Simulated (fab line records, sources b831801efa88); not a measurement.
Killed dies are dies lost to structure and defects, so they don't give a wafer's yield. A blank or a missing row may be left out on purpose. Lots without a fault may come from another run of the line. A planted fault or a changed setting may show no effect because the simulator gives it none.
Chamber matching | flow gf180mcu | GF_V1_CMP_04 on cmp-01: 4 sister chambers
The step polishes SiO2. 16 wafers are shown with their chamber, then 8 later ones without.

WAFERS WITH THEIR CHAMBER
wafer  | chamber | motor_current_A (A) | retaining_ring_pressure_frac
L373.2 | 3       | 13.1                | 1.002
L373.5 | 2       | 13.8                | 0.996
L373.6 | 1       | 11.9                | 1.007
L374.1 | 3       | 13.5                | 1.007
L374.5 | 3       | 12.5                | 1.011
L374.6 | 2       | 13.4                | 1.003
L376.1 | 2       | 13.7                | 0.991
L376.3 | 3       | 13.4                | 0.998
L376.6 | 2       | 13.1                | 1.002
L380.1 | 0       | 11.3                | 1.013
L380.2 | 1       | 11.3                | 0.999
L380.5 | 2       | 13.4                | 0.999
L388.1 | 1       | 11.2                | 0.994
L388.5 | 1       | 11.6                | 0.997
L388.6 | 0       | 11.1                | 1.005
L390.1 | 0       | 11.4                | 0.997

SIGNATURES (means of the wafers above)
reading                      | chamber 0 | chamber 1 | chamber 2 | chamber 3 | scatter within a chamber
motor_current_A              | 11.267    | 11.500    | 13.480    | 13.125    | 0.324
retaining_ring_pressure_frac | 1.00500   | 0.99925   | 0.99820   | 1.00450   | 0.00586
Rule: a wafer's distance from a chamber is the root of the sum, over the readings, of the square of ((its reading less the chamber's mean) divided by the reading's scatter). The wafer belongs to the nearest chamber; if the next one is less than 2 further off, it can't be placed. The scatter: the root of (the sum of the squares of (reading less its chamber's mean) over the shown wafers, divided by (wafers less chambers)).

WAFERS WITHOUT THEIR CHAMBER
wafer  | motor_current_A (A) | retaining_ring_pressure_frac
L390.2 | 11.7                | 0.995
L390.6 | 13.6                | 1.007
L391.2 | 13.8                | 1.000
L391.3 | 11.1                | 1.006
L391.4 | 11.6                | 0.997
L394.2 | 14.0                | 1.007
L394.3 | 13.9                | 0.992
L394.6 | 11.6                | 1.005

WHICH CHAMBER EACH WENT THROUGH
wafer  | from the rows above     | in truth
L390.2 | can't be placed: 1 or 0 | 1
L390.6 | can't be placed: 3 or 2 | 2
L391.2 | can't be placed: 2 or 3 | 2
L391.3 | can't be placed: 0 or 1 | 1
L391.4 | can't be placed: 1 or 0 | 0
L394.2 | can't be placed: 2 or 3 | 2
L394.3 | can't be placed: 2 or 3 | 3
L394.6 | can't be placed: 0 or 1 | 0
Placed correctly: 0 of 8. Can't be placed from these rows: 8 (the true chamber is among the candidates in 8). Placed wrongly: 0.
